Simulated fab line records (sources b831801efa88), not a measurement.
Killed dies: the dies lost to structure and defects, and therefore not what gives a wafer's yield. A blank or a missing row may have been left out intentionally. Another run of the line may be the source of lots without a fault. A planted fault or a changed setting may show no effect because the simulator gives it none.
Commonality check across tools / flow sky130 / 11 lots, 33 wafers sampled

## WHAT PROMPTED THE OPENING
3 of 11 lots carry a flag on the reading SD_N_RS at SKY_SD_N_RS_MEAS_16. No-fault wafers: 68.63 ohm/sq, standard deviation 0.1.
Rule: a lot gets a flag if all its wafers with a number sit over 4 standard deviations from that mean, or if no wafer of it has a number. All remaining lots are regarded as sound.

lot=L509; measured=day 29 07:19; on=film-metro-04; SD_N_RS (ohm/sq), wafer by wafer=68.68 68.70 68.79; flag=
lot=L510; measured=day 29 14:05; on=film-metro-01; SD_N_RS (ohm/sq), wafer by wafer=68.53 68.49 68.55; flag=
lot=L512; measured=day 30 04:33; on=film-metro-02; SD_N_RS (ohm/sq), wafer by wafer=68.65 68.65 68.88; flag=
lot=L513; measured=day 31 00:09; on=film-metro-04; SD_N_RS (ohm/sq), wafer by wafer=68.66 68.55 68.63; flag=
lot=L514; measured=day 31 01:55; on=film-metro-04; SD_N_RS (ohm/sq), wafer by wafer=68.46 68.49 68.55; flag=
lot=L520; measured=day 33 01:51; on=film-metro-02; SD_N_RS (ohm/sq), wafer by wafer=73.51 73.48 73.62; flag=FLAGGED
lot=L521; measured=day 33 06:29; on=film-metro-02; SD_N_RS (ohm/sq), wafer by wafer=68.59 68.67 68.77; flag=
lot=L522; measured=day 33 08:07; on=film-metro-02; SD_N_RS (ohm/sq), wafer by wafer=73.43 73.47 73.46; flag=FLAGGED
lot=L524; measured=day 33 13:06; on=film-metro-02; SD_N_RS (ohm/sq), wafer by wafer=73.54 73.46 73.50; flag=FLAGGED
lot=L527; measured=day 34 19:17; on=film-metro-01; SD_N_RS (ohm/sq), wafer by wafer=68.52 68.53 68.43; flag=
lot=L528; measured=day 34 23:39; on=film-metro-01; SD_N_RS (ohm/sq), wafer by wafer=68.63 68.65 68.71; flag=
The mean of the flagged lots' numbers is 73.50 ohm/sq, +4.87 ohm/sq from the usual (+49 standard deviations).

## WHICH TOOL RAN EACH LOT
Before the reading, the record contains 2 process steps out of a 708-step route. In each cell: the tool, then ch and the chambers that the sampled wafers went through, then the start.
lot=L509; flag=; SKY_VT_ADJUST_PCH_STRIP_09=plasma-asher-04 ch 0, day 11 17:12; SKY_SD_N_RTA_14=rtp-anneal-01 ch 0, day 29 07:09
lot=L510; flag=; SKY_VT_ADJUST_PCH_STRIP_09=plasma-asher-04 ch 0,1, day 11 17:54; SKY_SD_N_RTA_14=rtp-anneal-02 ch 0, day 29 13:53
lot=L512; flag=; SKY_VT_ADJUST_PCH_STRIP_09=plasma-asher-04 ch 0,1, day 12 08:27; SKY_SD_N_RTA_14=rtp-anneal-02 ch 0, day 30 04:22
lot=L513; flag=; SKY_VT_ADJUST_PCH_STRIP_09=plasma-asher-02 ch 0,1, day 13 01:59; SKY_SD_N_RTA_14=rtp-anneal-01 ch 0, day 30 23:57
lot=L514; flag=; SKY_VT_ADJUST_PCH_STRIP_09=plasma-asher-04 ch 0,1, day 13 02:36; SKY_SD_N_RTA_14=rtp-anneal-02 ch 0, day 31 01:44
lot=L520; flag=FLAGGED; SKY_VT_ADJUST_PCH_STRIP_09=plasma-asher-04 ch 0,1, day 15 03:57; SKY_SD_N_RTA_14=rtp-anneal-02 ch 0, day 33 01:40
lot=L521; flag=; SKY_VT_ADJUST_PCH_STRIP_09=plasma-asher-02 ch 0,1, day 15 10:43; SKY_SD_N_RTA_14=rtp-anneal-01 ch 0, day 33 06:17
lot=L522; flag=FLAGGED; SKY_VT_ADJUST_PCH_STRIP_09=plasma-asher-02 ch 0,1, day 15 11:33; SKY_SD_N_RTA_14=rtp-anneal-02 ch 0, day 33 07:56
lot=L524; flag=FLAGGED; SKY_VT_ADJUST_PCH_STRIP_09=plasma-asher-01 ch 0,1, day 15 22:53; SKY_SD_N_RTA_14=rtp-anneal-02 ch 0, day 33 12:56
lot=L527; flag=; SKY_VT_ADJUST_PCH_STRIP_09=plasma-asher-04 ch 0,1, day 17 02:15; SKY_SD_N_RTA_14=rtp-anneal-01 ch 0, day 34 19:05
lot=L528; flag=; SKY_VT_ADJUST_PCH_STRIP_09=plasma-asher-04 ch 0,1, day 17 04:04; SKY_SD_N_RTA_14=rtp-anneal-01 ch 0, day 34 23:29
What the steps here do:
- SKY_VT_ADJUST_PCH_STRIP_09: strips in O2/N2.
- SKY_SD_N_RTA_14: time 2 s.
- SKY_SD_N_RS_MEAS_16: measures by four-point-probe.

## FLAGGED OVER TOTAL, TOOL BY TOOL (the gauges that took the reading come last)
step=SKY_VT_ADJUST_PCH_STRIP_09; tool=plasma-asher-01; lots run=1; flagged=1; share of the flagged lots=some; sound lots run after its first flagged lot=0
step=SKY_VT_ADJUST_PCH_STRIP_09; tool=plasma-asher-02; lots run=3; flagged=1; share of the flagged lots=some; sound lots run after its first flagged lot=0
step=SKY_VT_ADJUST_PCH_STRIP_09; tool=plasma-asher-04; lots run=7; flagged=1; share of the flagged lots=some; sound lots run after its first flagged lot=2 (L527,L528)
step=SKY_SD_N_RTA_14; tool=rtp-anneal-01; lots run=5; flagged=0; share of the flagged lots=none; sound lots run after its first flagged lot=-
step=SKY_SD_N_RTA_14; tool=rtp-anneal-02; lots run=6; flagged=3; share of the flagged lots=all; sound lots run after its first flagged lot=0
step=SKY_SD_N_RS_MEAS_16; tool=film-metro-01; lots run=3; flagged=0; share of the flagged lots=none; sound lots run after its first flagged lot=-
step=SKY_SD_N_RS_MEAS_16; tool=film-metro-02; lots run=5; flagged=3; share of the flagged lots=all; sound lots run after its first flagged lot=1 (L521)
step=SKY_SD_N_RS_MEAS_16; tool=film-metro-04; lots run=3; flagged=0; share of the flagged lots=none; sound lots run after its first flagged lot=-

## WHAT THE TABLE ALLOWS
Table rows that saw every flagged lot: 2, namely rtp-anneal-02 at SKY_SD_N_RTA_14 and film-metro-02 at SKY_SD_N_RS_MEAS_16.
- rtp-anneal-02 at SKY_SD_N_RTA_14 ran 6 lots, 3 of them flagged. It ran its last sound lot, L514, at day 31 01:44 and its first flagged lot, L520, at day 33 01:40: a fault with its onset between the two fits. Its own readings lie more than 4 standard deviations out on every wafer of the flagged lots: lamp-power-pct.
- film-metro-02 at SKY_SD_N_RS_MEAS_16 ran 5 lots, 3 of them flagged. Sound lots followed the first flagged one (L521) on it, something a lasting fault affecting the whole tool could not allow.
Just one tool remains: rtp-anneal-02 at SKY_SD_N_RTA_14.

## WHAT THE SIMULATOR HAD INSERTED
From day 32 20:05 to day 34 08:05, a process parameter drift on rtp-anneal-02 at SKY_SD_N_RTA_14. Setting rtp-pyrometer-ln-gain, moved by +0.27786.
Struck lots among those shown: L520, L522, L524. The rule given above showed the same thing.
